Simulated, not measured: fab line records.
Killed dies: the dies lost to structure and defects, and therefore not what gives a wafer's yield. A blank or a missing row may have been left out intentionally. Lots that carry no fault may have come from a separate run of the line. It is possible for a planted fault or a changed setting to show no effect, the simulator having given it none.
Which tool is to blame?	flow sky130	12 lots, 36 wafers sampled, at 5 steps of a route of 708

## WHAT EACH GAUGE READ, for each wafer
SKY_LI_CONTACT_OVL_MEAS_13. Usual: for LI_CONTACT_OVL the level is 1 nm and the standard deviation is 5.4.
lot	measured	on	LI_CONTACT_OVL (nm)	flag
L709	day 29 20:50	overlay-01	14 7 16	
L712	day 30 11:08	overlay-02	-2 3 0	
L713	day 30 15:37	overlay-02	2 1 6	
L714	day 30 21:08	overlay-01	12 6 6	
L716	day 31 14:31	overlay-01	-1 -3 -4	
L717	day 31 19:01	overlay-02	6 5 6	
L721	day 33 02:11	overlay-02	9 8 8	
L722	day 33 10:25	overlay-02	-1 -5 -4	
L725	day 34 08:53	overlay-02	-9 -3 -5	
L728	day 35 05:19	overlay-01	7 4 3	
L729	day 35 17:02	overlay-01	0 7 3	
L731	day 36 02:13	overlay-02	-1 -4 -2	

SKY_LOCAL_INTERCONNECT_CD_MEAS_11 targets a cd of 170 nm. Usual: 170.4 nm for cdNm, sd 1.6.
lot	measured	on	cdNm (nm)	flag
L709	day 31 02:19	cdSem-02	170.5 171.1 171.5	
L712	day 31 16:39	cdSem-01	168.5 170.6 169.8	
L713	day 31 20:35	cdSem-01	172.6 173.4 173.2	
L714	day 32 02:13	cdSem-02	169.8 171.1 169.8	
L716	day 32 18:24	cdSem-01	170.3 172.3 169.3	
L717	day 32 23:19	cdSem-01	167.7 168.2 169.5	
L721	day 34 06:41	cdSem-01	172.3 171.6 172.7	
L722	day 34 13:54	cdSem-01	169.4 169.2 170.2	
L725	day 35 12:59	cdSem-02	168.3 169.3 169.0	
L728	day 36 08:21	cdSem-01	139.8 153.0 144.6 139.7 153.0 144.5	OFF
L729	day 36 19:27	cdSem-01	147.6 133.0 166.7 147.9 132.9 166.4	OFF
L731	day 37 06:00	cdSem-01	166.1 167.8 166.5	

## WHAT TOOL EACH LOT RAN ON (gives the tool, then ch and the chambers of the sampled wafers, and finally the start)
lot	SKY_LI_CONTACT_CMP_02	SKY_LI_CONTACT_SPUTTER_20	SKY_LOCAL_INTERCONNECT_EXPOSE_08
L709	cmp-02 ch 1,2, day 28 15:34	pvdSputter-04, day 29 21:22	krfScanner-01 ch 0, day 30 13:01
L712	cmp-02 ch 0,1,2, day 29 05:53	pvdSputter-04, day 30 11:40	krfScanner-01 ch 0, day 31 02:23
L713	cmp-01 ch 0,2,3, day 29 11:01	pvdSputter-02, day 30 16:09	krfScanner-02 ch 0, day 31 06:49
L714	cmp-02 ch 1,2,3, day 29 15:48	pvdSputter-02, day 30 21:39	krfScanner-02 ch 0, day 31 13:40
L716	cmp-02 ch 0,2,3, day 30 10:47	pvdSputter-02, day 31 15:03	krfScanner-02 ch 0, day 32 04:28
L717	cmp-01 ch 0,1,3, day 30 14:01	pvdSputter-04, day 31 19:33	krfScanner-01 ch 0, day 32 09:24
L721	cmp-01 ch 0,2,3, day 31 22:29	pvdSputter-04, day 33 02:44	krfScanner-02 ch 0, day 33 17:11
L722	cmp-01 ch 0,1,2, day 32 07:07	pvdSputter-04, day 33 10:56	krfScanner-01 ch 0, day 34 01:16
L725	cmp-01 ch 1,2, day 33 05:50	pvdSputter-01, day 34 09:25	krfScanner-01 ch 0, day 35 00:41
L728	cmp-02 ch 1,2,3, day 34 02:34	pvdSputter-02, day 35 05:52	krfScanner-02 ch 0, day 35 19:51
L729	cmp-01 ch 1,2,3, day 34 14:19	pvdSputter-04, day 35 17:34	krfScanner-02 ch 0, day 36 07:24
L731	cmp-01 ch 0,2,3, day 34 23:26	pvdSputter-01, day 36 02:46	krfScanner-01 ch 0, day 36 16:41
- SKY_LI_CONTACT_CMP_02: polishes PSG.
- SKY_LI_CONTACT_SPUTTER_20: material TiN, target thk 20 nm, time 80 s.
- SKY_LOCAL_INTERCONNECT_EXPOSE_08: exposes mask LI1M, target cd 170 nm.

## WHAT THE TOOLS THEMSELVES READ (means of the sampled wafers that have a number; where no wafer has one, the mark that the record gives instead)
SKY_LI_CONTACT_CMP_02. Usual: motorCurrentA 12.1 A, standard deviation 1.3; platenRpm 60.00 rpm, standard deviation 0.042; timeToEndpointS 31 s, standard deviation 3.8.
lot	tool	motorCurrentA (A)	platenRpm (rpm)	timeToEndpointS (s)	flag
L709	cmp-02	12.5	59.99	31	
L712	cmp-02	12.3	60.00	28	
L713	cmp-01	11.8	60.01	31	
L714	cmp-02	12.7	60.02	31	
L716	cmp-02	11.8	60.00	30	
L717	cmp-01	12.5	60.07	34	
L721	cmp-01	11.8	60.01	31	
L722	cmp-01	13.0	59.99	35	
L725	cmp-01	12.5	59.96	37	
L728	cmp-02	12.2	60.04	32	
L729	cmp-01	11.6	59.98	33	
L731	cmp-01	11.6	59.99	29	

SKY_LI_CONTACT_SPUTTER_20. Usual: cathodeDcPowerW 4000.0 W, standard deviation 0.69; throttleValvePct 30.2 %, standard deviation 1.1.
lot	tool	cathodeDcPowerW (W)	throttleValvePct (%)	flag
L709	pvdSputter-04	4000.9	30.0	
L712	pvdSputter-04	4000.2	30.6	
L713	pvdSputter-02	4000.2	30.1	
L714	pvdSputter-02	3999.9	30.3	
L716	pvdSputter-02	3999.7	30.7	
L717	pvdSputter-04	4000.3	30.3	
L721	pvdSputter-04	4000.4	29.8	
L722	pvdSputter-04	4000.4	29.5	
L725	pvdSputter-01	4000.3	30.0	
L728	pvdSputter-02	3999.9	31.0	
L729	pvdSputter-04	4000.2	30.1	
L731	pvdSputter-01	3999.6	30.1	

SKY_LOCAL_INTERCONNECT_EXPOSE_08. Usual: 28.002 for exposureDoseMJCm2, sd 0.026.
lot	tool	exposureDoseMJCm2	flag
L709	krfScanner-01	28.006	
L712	krfScanner-01	27.998	
L713	krfScanner-02	28.016	
L714	krfScanner-02	28.003	
L716	krfScanner-02	27.994	
L717	krfScanner-01	28.013	
L721	krfScanner-02	28.008	
L722	krfScanner-01	28.010	
L725	krfScanner-01	27.963	
L728	krfScanner-02	27.356	OFF
L729	krfScanner-02	27.373	OFF
L731	krfScanner-01	28.054	

## THE ANSWER, worked out from the rows above alone
Rule: a lot is off if the mean of its wafers that have a number lies more than 3 standard deviations from the usual mean. Also off: a lot with no number at a reading for which 4 or more lots have one. Any other lot the step has rows for is counted as sound. First the gauges in route order, then the tools' own readings, where a lot's mean is used as printed above. At the first step where some lot is off, the reading lying furthest off is the one used; lots without a number count as furthest.
Off at SKY_LOCAL_INTERCONNECT_CD_MEAS_11 (cdNm): L728, L729.
If a tool, at a process step before that reading, ran all the lots that are off and no sound lot after the first of them, it fits. Not tried: the gauges at SKY_LOCAL_INTERCONNECT_CD_MEAS_11; whatever is off there is also off at SKY_LOCAL_INTERCONNECT_EXPOSE_08, on other tools, and gauge error can't account for it. One fits: SKY_LOCAL_INTERCONNECT_EXPOSE_08 on krfScanner-02. A fault onset in the window from L721 (day 33 17:11, its last sound lot) to L728 (day 35 19:51, its first lot off) fits.
The tool's own readings at SKY_LOCAL_INTERCONNECT_EXPOSE_08 bear it out: on the lots that are off they differ by more than 5 times the standard deviation of the sound lots' means. exposureDoseMJCm2 reads 27.364 there against 28.006 on the sound lots.

## WHAT HAD BEEN PUT IN BY THE SIMULATOR
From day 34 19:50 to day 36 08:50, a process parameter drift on krfScanner-02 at SKY_LOCAL_INTERCONNECT_EXPOSE_08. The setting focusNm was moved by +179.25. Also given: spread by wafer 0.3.
Shown lots that were struck: L728, L729. Same finding as the rule above.
